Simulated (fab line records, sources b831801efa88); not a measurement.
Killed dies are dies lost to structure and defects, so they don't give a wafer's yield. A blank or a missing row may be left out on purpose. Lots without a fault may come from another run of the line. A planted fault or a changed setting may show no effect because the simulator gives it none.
A struck lot beside a sound one | flow sky130 | 33 steps out of a route of 708
Sound: wafers L923.2, L923.3, L923.4. Struck: wafers L930.1, L930.2, L930.4. The cause comes at the end.
At each step with rows: each side's tool, then ch and its chambers, then its first start. Under that, the readings that differ: sound wafers | struck wafers | difference of the means | sigmas: that difference in standard deviations of wafers without a fault.
alike: readings whose means differ by less than 2 such deviations, and words and numbers that are the same on both sides. not compared: withheld readings, readings that some wafer has no value for, bounds like >300 that may hide the same value, and numbers for which the record gives no deviation and whose values overlap.
The two part at a step that has a row with sigmas, a row that says differs or no value, or rows on one side only. Numbers that don't overlap but have no deviation are shown without sigmas and don't part them. A reading that every wafer of one side lacks parts them only if that side has two wafers or more.

first, 9 steps without rows for these wafers: SKY_METAL1_DEVELOP_14 (develop time 60 s); SKY_METAL1_DESCUM_17 (chemistry O2, time 8 s); SKY_METAL1_ETCH_18 (etches BARC in N2/H2, stops on SiO2, time 45.9 s, target depth 60 nm); SKY_METAL1_METAL_ETCH_19 (etches the open film in Cl2/BCl3, stops on SiO2, target depth 360 nm, time 78 s); SKY_METAL1_STRIP_20 (strips in O2/N2); SKY_METAL1_STRIP_21 (strips in post etch residue remover, time 1200 s); SKY_METAL1_CLEAN_22 (cleans in IPA, time 180 s); SKY_METAL1_CLEAN_23 (cleans in O3/DIW); SKY_VIA1_HDPCVD_00 (deposits SiO2, target thk 1030 nm, time 171.7 s).
SKY_VIA1_CMP_02: polishes SiO2.
  sound on cmp-02 ch 0,2,3, day 36 12:10; struck on cmp-01 ch 0,2,3, day 38 09:43
  alike: motor_current_A, retaining_ring_pressure_frac
then, 22 steps without rows for these wafers: SKY_VIA1_DEHYDRATE_04 (time 60 s); SKY_VIA1_HMDS_05 (prime time 60 s); SKY_VIA1_COAT_06 (resist thk 60 nm); SKY_VIA1_COAT_07 (resist thk 450 nm); SKY_VIA1_SOFTBAKE_08 (time 90 s); SKY_VIA1_EXPOSE_09 (exposes mask VIM, target cd 150 nm); SKY_VIA1_PEB_10; SKY_VIA1_DEVELOP_11 (develop time 60 s); SKY_VIA1_ETCH_14 (etches BARC in N2/H2, stops on SiO2, time 45.9 s, target depth 60 nm); SKY_VIA1_ETCH_15 (etches SiO2 in C4F8/O2/Ar, stops on TiN, target depth 351 nm, time 54 s); SKY_VIA1_STRIP_16 (strips in O2/N2); SKY_VIA1_STRIP_17 (strips in post etch residue remover, time 1200 s); SKY_VIA1_CLEAN_18 (cleans in IPA, time 180 s); SKY_VIA1_CLEAN_19 (cleans in O3/DIW); SKY_VIA1_SPUTTER_20 (material TiN, target thk 20 nm, time 80 s); SKY_VIA1_CVD_21 (deposits W, target thk 270 nm, time 80.902 s); SKY_VIA1_CMP_24 (polishes, stops on SiO2, t overpolish 15 s, target thk 0 nm); SKY_METAL2_SPUTTER_00 (material Ti, target thk 15 nm, time 10 s); SKY_METAL2_SPUTTER_01 (material TiN, target thk 20 nm, time 16.7 s); SKY_METAL2_SPUTTER_02 (material AlCu, target thk 250 nm, time 13.3 s); SKY_METAL2_SPUTTER_03 (material Ti, target thk 5 nm, time 3.3 s); SKY_METAL2_SPUTTER_04 (material TiN, target thk 70 nm, time 55.43 s).
-- the record jumps here: 12 days lie between the struck wafers' starts before and after (it left off in module METAL2 and takes up again in module PAD_OPEN, whose first step shown is number 708 of the route) --
SKY_PAD_OPEN_PROBE_99:
  sound on prober-01, day 48 17:59; struck on prober-02, day 50 00:05
  reading                               | sound             | struck                                                                     | difference                   | sigmas
  hold                                  | - - -             | await_dispo/3.4h/release await_dispo/3.4h/release await_dispo/3.4h/release | no value on the sound wafers |
  defect_limited_yield (%)              | 87.8 83.5 83.3    | 27.0 24.0 25.4                                                             | -59.4                        | -33
  killed_at_M0_to_M3                    | 31 38 43          | 338 351 340                                                                | +306                         | +42
  killed_dies                           | 60 81 82          | 359 374 367                                                                | +292                         | +32
  killed_on_rim                         | 14 18 13          | 73 76 76                                                                   | +60                          | +18
  sort_bin_3_pad_short (%)              | 0.8 0 1.2         | 5.9 7.1 6.3                                                                | +5.8                         | +14
  sort_bin_5_function (%)               | 6.9 11.0 10.6     | 49.0 50.6 52.6                                                             | +41.2                        | +32
  sort_bin_6_memory (%)                 | 4.5 5.5 4.9       | 18.1 18.3 15.7                                                             | +12.4                        | +10
  sort_n_pass                           | 432 411 410       | 133 118 125                                                                | -292                         | -32
  sort_yield_pct (%)                    | 87.8 83.5 83.3    | 27.0 24.0 25.4                                                             | -59.4                        | -33
  model.etest.tester.sort_n_pass        | 432 411 410       | 133 118 125                                                                | -292                         |
  model.etest.tester.sort_yield_pct (%) | 87.8 83.54 83.33  | 27.03 23.98 25.41                                                          | -59.42                       |
  model.etest.tester.sort_bin_5_pct (%) | 6.911 10.98 10.57 | 48.98 50.61 52.64                                                          | +41.26                       |
  model.etest.tester.sort_bin_6_pct (%) | 4.472 5.488 4.878 | 18.09 18.29 15.65                                                          | +12.40                       |
  model.etest.tester.sort_bin_3_pct (%) | 0.813 0 1.22      | 5.894 7.114 6.301                                                          | +5.759                       |
  alike: killed_at_M4_up, killed_at_contacts, killed_at_front_end, killed_at_other, killed_open, killed_short

WHERE THEY PART
Only at SKY_PAD_OPEN_PROBE_99, within this record.

WHY: what the simulator had put in
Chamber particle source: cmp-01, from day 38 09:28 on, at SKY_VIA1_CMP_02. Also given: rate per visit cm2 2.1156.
